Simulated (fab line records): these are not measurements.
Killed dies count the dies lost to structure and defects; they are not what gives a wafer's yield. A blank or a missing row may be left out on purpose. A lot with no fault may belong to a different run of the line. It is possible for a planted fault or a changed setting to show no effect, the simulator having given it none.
Lot-split experiment + flow sky130 + route with 708 steps; 5 lots, 23 wafers read

## THE SPLIT ITSELF
At SKY_LI_CONTACT_HDPCVD_00 (deposits PSG, target thk 930 nm, time 155 s), the setting timeS was moved away from the recipe's 155 s on 7 of the 23 wafers read, by +5.2% to +14.3%. This setting was run at the recipe's value on the other wafers.

Between the split and the reading, the file records no step.

## THE READING
LI_CONTACT_HDPCVD_THK, in nm, at SKY_LI_CONTACT_THK_MEAS_01. On this fab line, fault-free wafers typically give 937 nm with a standard deviation of 7.6 nm.

| wafer  | tool, chamber at the split | timeS as run, s | against the recipe | LI_CONTACT_HDPCVD_THK, nm | against lot-mates on the recipe |
|--------|----------------------------|-----------------|--------------------|---------------------------|---------------------------------|
| L076.1 | hdpcvd-01, 0               | 155             | recipe             | 942                       | -                               |
| L076.2 | hdpcvd-01, 1               | 155             | recipe             | 945                       | -                               |
| L076.4 | hdpcvd-01, 1               | 177.2           | +14.3%             | 1098                      | +156                            |
| L076.5 | hdpcvd-01, 2               | 177.2           | +14.3%             | 1075                      | +133                            |
| L076.6 | hdpcvd-01, 0               | 155             | recipe             | 940                       | -                               |
| L079.1 | hdpcvd-01, 0               | 155             | recipe             | 934                       | -                               |
| L079.3 | hdpcvd-01, 1               | 155             | recipe             | 938                       | -                               |
| L079.4 | hdpcvd-01, 1               | 155             | recipe             | 934                       | -                               |
| L079.5 | hdpcvd-01, 0               | 155             | recipe             | 932                       | -                               |
| L079.6 | hdpcvd-01, 2               | 155             | recipe             | 935                       | -                               |
| L080.2 | hdpcvd-02, 2               | 177.1           | +14.3%             | 1064                      | +122                            |
| L080.3 | hdpcvd-02, 1               | 155             | recipe             | 938                       | -                               |
| L080.4 | hdpcvd-02, 2               | 177.1           | +14.3%             | 1066                      | +124                            |
| L080.5 | hdpcvd-02, 0               | 177.1           | +14.3%             | 1068                      | +126                            |
| L080.6 | hdpcvd-02, 1               | 155             | recipe             | 946                       | -                               |
| L084.3 | hdpcvd-01, 0               | 155             | recipe             | 922                       | -                               |
| L084.4 | hdpcvd-01, 1               | 155             | recipe             | 941                       | -                               |
| L084.6 | hdpcvd-01, 0               | 155             | recipe             | 936                       | -                               |
| L083.1 | hdpcvd-02, 0               | 155             | recipe             | 946                       | -                               |
| L083.3 | hdpcvd-02, 1               | 163             | +5.2%              | 996                       | +53                             |
| L083.4 | hdpcvd-02, 1               | 163             | +5.2%              | 985                       | +42                             |
| L083.5 | hdpcvd-02, 2               | 155             | recipe             | 942                       | -                               |
| L083.6 | hdpcvd-02, 0               | 155             | recipe             | 941                       | -                               |

FIT RESULTS
A straight line over all 23 wafers: LI_CONTACT_HDPCVD_THK changes by +9.53 nm for each +1% of timeS; r = +0.99; the points scatter about the line by 8.1 nm.
The same after taking each lot's own level away (the mean of its wafers on the recipe; 23 wafers): +9.25 nm for each +1%; r = +0.99; scatter 7.1 nm.
Per that fit: largest timeS move, reading shift of 1.3e+02 nm.
The span of the lots' own levels, 933.0 to 943.0 nm, comes to 1.3 times the standard deviation stated above.
So the lot-to-lot level changes the slope little: the two slopes agree.
Check: with one of the wafers moved furthest among these (+14.3%) left out of the fit, the line predicts +127 nm for it against its lot-mates. Against them it came out at +156 nm.

## THE OTHER SPLITS THESE WAFERS WENT THROUGH
Before the reading, these wafers also passed through other splits. Each is held against what the fit with the lots' levels taken away leaves over:
| other split on the same wafers    | wafers away from the commonest value | r with LI_CONTACT_HDPCVD_THK (lot level and that fit taken away) |
|-----------------------------------|--------------------------------------|------------------------------------------------------------------|
| SKY_POLY_CUT_ETCH_10 timeS        | 8                                    | -0.14                                                            |
| SKY_SD_P_COAT_02 resistThkNm      | 9                                    | -0.10                                                            |
| SKY_RES_XHIGH_COAT_02 resistThkNm | 5                                    | -0.20                                                            |

## THE WHOLE CHAIN: every reading that the file lists as answering this split, in the file's order
| step                       | what it does                                | reading                                                                            | change (the file's fit)              | r (the file's) |
|----------------------------|---------------------------------------------|------------------------------------------------------------------------------------|--------------------------------------|----------------|
| SKY_LI_CONTACT_HDPCVD_00   | deposits PSG, target thk 930 nm, time 155 s | PSG_of_LI_CONTACT_HDPCVD_00.thkNm (the simulator's own value, which no gauge read) | +9.36 nm for each +1% of the setting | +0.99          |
| SKY_LI_CONTACT_THK_MEAS_01 |                                             | LI_CONTACT_HDPCVD_THK                                                              | +9.37 for each +1% of the setting    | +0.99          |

## THE FILE'S OWN FIT
LI_CONTACT_HDPCVD_THK changes by +9.37 nm for each +1% of timeS, r = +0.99.
